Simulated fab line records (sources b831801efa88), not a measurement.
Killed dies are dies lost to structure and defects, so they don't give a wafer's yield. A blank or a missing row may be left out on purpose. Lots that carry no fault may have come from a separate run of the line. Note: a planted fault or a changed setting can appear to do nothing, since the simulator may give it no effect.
Matching of chambers || flow sky130 || SKY_FIELD_ISO_CMP_27 on cmp-01: 4 sister chambers
The step polishes, stops on Si3N4, t overpolish 16 s, target thk 457.8 nm. 8 wafers are shown with their chamber, then 11 later ones without.

## WAFERS PAIRED WITH THEIR CHAMBERS
{"wafer": "L374.1", "chamber": 2, "motorCurrentA (A)": 12.4, "overpolishRunS (s)": 16.007}
{"wafer": "L374.6", "chamber": 2, "motorCurrentA (A)": 11.6, "overpolishRunS (s)": 16.008}
{"wafer": "L376.4", "chamber": 0, "motorCurrentA (A)": 12.1, "overpolishRunS (s)": 15.985}
{"wafer": "L376.6", "chamber": 3, "motorCurrentA (A)": 13.6, "overpolishRunS (s)": 16.000}
{"wafer": "L379.2", "chamber": 1, "motorCurrentA (A)": 10.2, "overpolishRunS (s)": 15.994}
{"wafer": "L379.4", "chamber": 0, "motorCurrentA (A)": 11.5, "overpolishRunS (s)": 15.987}
{"wafer": "L379.5", "chamber": 1, "motorCurrentA (A)": 10.2, "overpolishRunS (s)": 16.012}
{"wafer": "L384.1", "chamber": 3, "motorCurrentA (A)": 14.2, "overpolishRunS (s)": 15.985}

## WAFERS WITH NO CHAMBER GIVEN
{"wafer": "L384.3", "motorCurrentA (A)": 10.9, "overpolishRunS (s)": 15.991}
{"wafer": "L384.4", "motorCurrentA (A)": 12.3, "overpolishRunS (s)": 16.015}
{"wafer": "L386.1", "motorCurrentA (A)": 13.7, "overpolishRunS (s)": 16.011}
{"wafer": "L386.4", "motorCurrentA (A)": 10.7, "overpolishRunS (s)": 15.999}
{"wafer": "L386.6", "motorCurrentA (A)": 10.3, "overpolishRunS (s)": 16.009}
{"wafer": "L387.1", "motorCurrentA (A)": 11.1, "overpolishRunS (s)": 16.008}
{"wafer": "L387.2", "motorCurrentA (A)": 13.7, "overpolishRunS (s)": 16.002}
{"wafer": "L387.5", "motorCurrentA (A)": 10.5, "overpolishRunS (s)": 15.999}
{"wafer": "L388.2", "motorCurrentA (A)": 14.1, "overpolishRunS (s)": 15.993}
{"wafer": "L388.4", "motorCurrentA (A)": 11.1, "overpolishRunS (s)": 16.002}
{"wafer": "L388.5", "motorCurrentA (A)": 10.4, "overpolishRunS (s)": 16.005}

## EACH ONE'S CHAMBER
{"wafer": "L384.3", "from the rows above": "can't be placed: 1 or 0 or 2", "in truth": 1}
{"wafer": "L384.4", "from the rows above": 2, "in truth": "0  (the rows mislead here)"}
{"wafer": "L386.1", "from the rows above": "can't be placed: 3 or 2", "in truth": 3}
{"wafer": "L386.4", "from the rows above": "can't be placed: 1 or 0", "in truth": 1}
{"wafer": "L386.6", "from the rows above": 1, "in truth": 1}
{"wafer": "L387.1", "from the rows above": "can't be placed: 2 or 1 or 0", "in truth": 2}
{"wafer": "L387.2", "from the rows above": 3, "in truth": 3}
{"wafer": "L387.5", "from the rows above": 1, "in truth": 1}
{"wafer": "L388.2", "from the rows above": 3, "in truth": 3}
{"wafer": "L388.4", "from the rows above": "can't be placed: 1 or 2 or 0", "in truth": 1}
{"wafer": "L388.5", "from the rows above": 1, "in truth": 1}
5 of 11 placed correctly. Not placeable from these rows: 5 (in 5, the candidates include the true chamber). Placed wrongly: 1.
How it was worked out, from the rows above alone: a wafer's distance from a chamber is the root of the sum, over the readings, of the square of ((its reading less the chamber's mean) divided by the reading's scatter). The wafer belongs to the nearest chamber; if the next one is less than 2 further off, it can't be placed. The mean given for a chamber averages the wafers shown for that chamber. The scatter: the root of (the sum of the squares of (reading less its chamber's mean) over the shown wafers, divided by (wafers less chambers)).
